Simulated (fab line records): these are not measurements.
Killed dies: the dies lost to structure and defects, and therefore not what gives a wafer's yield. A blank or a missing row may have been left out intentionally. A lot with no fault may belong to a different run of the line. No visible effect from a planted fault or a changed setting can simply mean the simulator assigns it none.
Chamber matching / flow sky130 / SKY_VIA3_ETCH_15 on rie_diel-02 has 4 sister chambers
The step etches SiO2 in C4F8/O2/Ar, stops on TiN, target depth 507 nm, time 78 s. 8 wafers are shown with their chamber, then 10 later ones without.

WAFERS, EACH WITH ITS CHAMBER
wafer=L083.2; chamber=2; oes_product_au (a.u.)=0.945
wafer=L083.3; chamber=0; oes_product_au (a.u.)=0.951
wafer=L083.5; chamber=3; oes_product_au (a.u.)=0.940
wafer=L086.1; chamber=1; oes_product_au (a.u.)=0.945
wafer=L086.3; chamber=2; oes_product_au (a.u.)=0.952
wafer=L086.4; chamber=0; oes_product_au (a.u.)=0.944
wafer=L089.2; chamber=3; oes_product_au (a.u.)=0.948
wafer=L089.3; chamber=1; oes_product_au (a.u.)=0.951

WAFERS WITHOUT THEIR CHAMBER
wafer=L089.5; oes_product_au (a.u.)=0.944
wafer=L088.1; oes_product_au (a.u.)=0.944
wafer=L088.4; oes_product_au (a.u.)=0.942
wafer=L088.5; oes_product_au (a.u.)=0.945
wafer=L095.1; oes_product_au (a.u.)=0.945
wafer=L095.4; oes_product_au (a.u.)=0.954
wafer=L095.5; oes_product_au (a.u.)=0.953
wafer=L096.1; oes_product_au (a.u.)=0.948
wafer=L096.2; oes_product_au (a.u.)=0.951
wafer=L096.3; oes_product_au (a.u.)=0.947

CHAMBER TAKEN BY EACH
wafer=L089.5; from the rows above=can't be placed: 3 or 0 or 1 or 2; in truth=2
wafer=L088.1; from the rows above=can't be placed: 3 or 0 or 1 or 2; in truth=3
wafer=L088.4; from the rows above=can't be placed: 3 or 0 or 1 or 2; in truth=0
wafer=L088.5; from the rows above=can't be placed: 3 or 0 or 1 or 2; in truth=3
wafer=L095.1; from the rows above=can't be placed: 3 or 0 or 1 or 2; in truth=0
wafer=L095.4; from the rows above=can't be placed: 2 or 1 or 0 or 3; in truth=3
wafer=L095.5; from the rows above=can't be placed: 2 or 1 or 0 or 3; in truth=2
wafer=L096.1; from the rows above=can't be placed: 1 or 0 or 2 or 3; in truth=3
wafer=L096.2; from the rows above=can't be placed: 2 or 1 or 0 or 3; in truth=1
wafer=L096.3; from the rows above=can't be placed: 0 or 1 or 2 or 3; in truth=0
Correctly placed: 0 of 10. These rows do not allow placing 10 (true chamber among the candidates in 10). 0 placed wrongly.
How it was worked out, from the rows above alone: a wafer's distance from a chamber is the root of the sum, over the readings, of the square of ((its reading less the chamber's mean) divided by the reading's scatter). If the next closest chamber is less than 2 further off than the closest, the wafer can't be placed; otherwise it belongs to the closest. A chamber's mean is the mean of its shown wafers. The scatter: the root of (the sum of the squares of (reading less its chamber's mean) over the shown wafers, divided by (wafers less chambers)).
